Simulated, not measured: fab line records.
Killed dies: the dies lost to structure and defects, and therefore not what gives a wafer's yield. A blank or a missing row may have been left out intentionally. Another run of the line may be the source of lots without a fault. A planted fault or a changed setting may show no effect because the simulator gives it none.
Struck lot and sound lot, side by side -- flow sky130 -- 32 steps out of a route of 708
Sound: these wafers, L964.1, L964.5, L964.6. Struck: wafers L970.1, L970.6 (left out: L970.4, a lot-mate that was not struck); the cause follows at the end.
At each step with rows: each side's tool, then ch and its chambers, then its first start. Under that, the readings that differ: sound wafers -- struck wafers -- difference of the means -- sigmas: that difference in standard deviations of wafers without a fault.
alike: readings whose means differ by less than 2 such deviations, and words and numbers that are the same on both sides. not compared: withheld readings, readings that some wafer has no value for, bounds like >300 that may hide the same value, and numbers for which the record gives no deviation and whose values overlap.
A row with sigmas, a row that says differs or no value, or rows on one side alone: a step with any of these is where the two part. When numbers do not overlap yet have no deviation, they are printed without sigmas and do not part them. A reading missing from all wafers of one side parts the sides only when that side holds two or more wafers.

first, 3 steps without rows for these wafers: SKY_VIA1_STRIP_17 (strips in post etch residue remover, time 1200 s); SKY_VIA1_CLEAN_18 (cleans in IPA, time 180 s); SKY_VIA1_CLEAN_19 (cleans in O3/DIW).
SKY_VIA1_SPUTTER_20: material TiN, target thk 20 nm, time 80 s.
  sound on pvdSputter-03 at day 35 23:19; struck on pvdSputter-03 at day 37 18:03
  alike: throttleValvePct
then, 1 step without rows for these wafers: SKY_VIA1_CVD_21 (deposits W, target thk 270 nm, time 80.902 s).
SKY_VIA1_RS_MEAS_22: measurement is done with a four-point probe.
  sound on filmMetro-02 at day 35 23:28; struck on filmMetro-01 at day 37 18:12
  alike: VIA1_W_RS
SKY_VIA1_THK_MEAS_23: measures by xrf.
  sound on filmMetro-02 at day 35 23:35; struck on filmMetro-01 at day 37 18:19
  alike: VIA1_W_THK
SKY_VIA1_CMP_24: polishes, stops on SiO2, t overpolish 15 s, target thk 0 nm.
  sound on cmp-01 ch 0,1, day 35 23:46; struck on cmp-02 ch 1,2, day 37 18:23
reading,sound,struck,difference,sigmas
slurryFilterDpKPa (kPa),13.28 13.23 13.45,13.76 13.51,+0.31,+2
  alike: motorCurrentA, overpolishRunS, timeToEndpointS
then, 3 steps without rows for these wafers: SKY_METAL2_SPUTTER_00 (material Ti, target thk 15 nm, time 10 s); SKY_METAL2_SPUTTER_01 (material TiN, target thk 20 nm, time 16.7 s); SKY_METAL2_SPUTTER_02 (material AlCu, target thk 250 nm, time 13.3 s).
SKY_METAL2_SPUTTER_03: material Ti, target thk 5 nm, time 3.3 s.
  sound on pvdSputter-04 at day 36 00:08; struck on pvdSputter-01 at day 37 18:46
  alike: throttleValvePct
SKY_METAL2_SPUTTER_04: material TiN, target thk 70 nm, time 58.3 s.
  sound on pvdSputter-04 at day 36 00:10; struck on pvdSputter-01 at day 37 18:47
reading,sound,struck,difference,sigmas
model.TiN_of_METAL2_SPUTTER_04.thkNm (nm),70.57 69.91 70.19,64.85 64.89,-5.35,
  alike: throttleValvePct
SKY_METAL2_RS_MEAS_05: measurement is done with a four-point probe.
  sound on filmMetro-04 at day 36 00:13; struck on filmMetro-04 at day 37 18:49
  alike: METAL2_ALCU_RS
SKY_METAL2_THK_MEAS_06: measures by xrf.
  sound on filmMetro-04 at day 36 00:20; struck on filmMetro-04 at day 37 18:56
  alike: METAL2_ALCU_THK
then, 8 steps without rows for these wafers: SKY_METAL2_DEHYDRATE_07 (time 60 s); SKY_METAL2_HMDS_08 (prime time 60 s); SKY_METAL2_COAT_09 (resist thk 60 nm); SKY_METAL2_COAT_10 (resist thk 450 nm); SKY_METAL2_SOFTBAKE_11 (time 90 s); SKY_METAL2_EXPOSE_12 (exposes mask MM2, target cd 140 nm); SKY_METAL2_PEB_13; SKY_METAL2_DEVELOP_14 (develop time 60 s).
SKY_METAL2_CD_MEAS_15: the cd target is 140 nm.
  sound on cdSem-01 at day 37 02:13; struck on cdSem-01 at day 38 20:13
  alike: cdNm
SKY_METAL2_OVL_MEAS_16:
  sound on overlay-02 at day 37 02:20; struck on overlay-01 at day 38 20:20
  alike: METAL2_OVL
SKY_METAL2_DESCUM_17: chemistry O2, time 8 s.
  sound on rieMetal-03 ch 0,1, day 37 02:23; struck on rieMetal-01 ch 0, day 38 20:22
  alike: drypumpMotorCurrentA, oesProductAu
  not compared: rfHoursCounterH
then, 2 steps without rows for these wafers: SKY_METAL2_ETCH_18 (etches BARC in N2/H2, stops on SiO2, time 45.9 s, target depth 60 nm); SKY_METAL2_METAL_ETCH_19 (etches the open film in Cl2/BCl3, stops on SiO2, target depth 360 nm, time 78 s).
SKY_METAL2_STRIP_20: strips in O2/N2.
  sound on plasmaAsher-04 ch 0,1, day 37 02:34; struck on plasmaAsher-02 ch 0,1, day 38 20:33
  alike: drypumpMotorCurrentA, oesProductAu, stripTimeToEndpointS
  not compared: rfHoursCounterH
SKY_METAL2_STRIP_21: strips in post etch residue remover, time 1200 s.
  sound on wetBench-03 ch 2, day 37 02:40; struck on wetBench-02 ch 2, day 38 20:39
reading,sound,struck,difference,sigmas
model.TiN_of_METAL2_SPUTTER_04.thkNm (nm),70.16 69.49 69.77,64.42 64.47,-5.36,
then, 1 step without rows for these wafers: SKY_METAL2_CLEAN_22 (cleans in IPA, time 180 s).
-- the record jumps here: 10 days lie between the struck wafers' starts before and after (it left off in module METAL2 and takes up again in module PAD_OPEN, whose first step shown is number 708 of the route) --
SKY_PAD_OPEN_PROBE_99:
  sound on prober-01 at day 47 10:31; struck on prober-01 at day 48 20:24
  alike: defectLimitedYield, killed_at_M0_to_M3, killed_at_M4_up, killedAtContacts, killedAtFrontEnd, killedAtOther, killedDies, killedOpen, killedShort, sort_bin_3_pad_short, sort_bin_5_function, sort_bin_6_memory, sortNPass, sortYieldPct

## WHERE THEY PART
Only at SKY_VIA1_CMP_24, as far as this record shows. Later steps at which nothing parts them and some readings are alike: SKY_METAL2_SPUTTER_03, SKY_METAL2_SPUTTER_04, SKY_METAL2_RS_MEAS_05, SKY_METAL2_THK_MEAS_06, SKY_METAL2_CD_MEAS_15, SKY_METAL2_OVL_MEAS_16, SKY_METAL2_DESCUM_17, SKY_METAL2_STRIP_20, SKY_PAD_OPEN_PROBE_99.

WHY: whatever the simulator had introduced
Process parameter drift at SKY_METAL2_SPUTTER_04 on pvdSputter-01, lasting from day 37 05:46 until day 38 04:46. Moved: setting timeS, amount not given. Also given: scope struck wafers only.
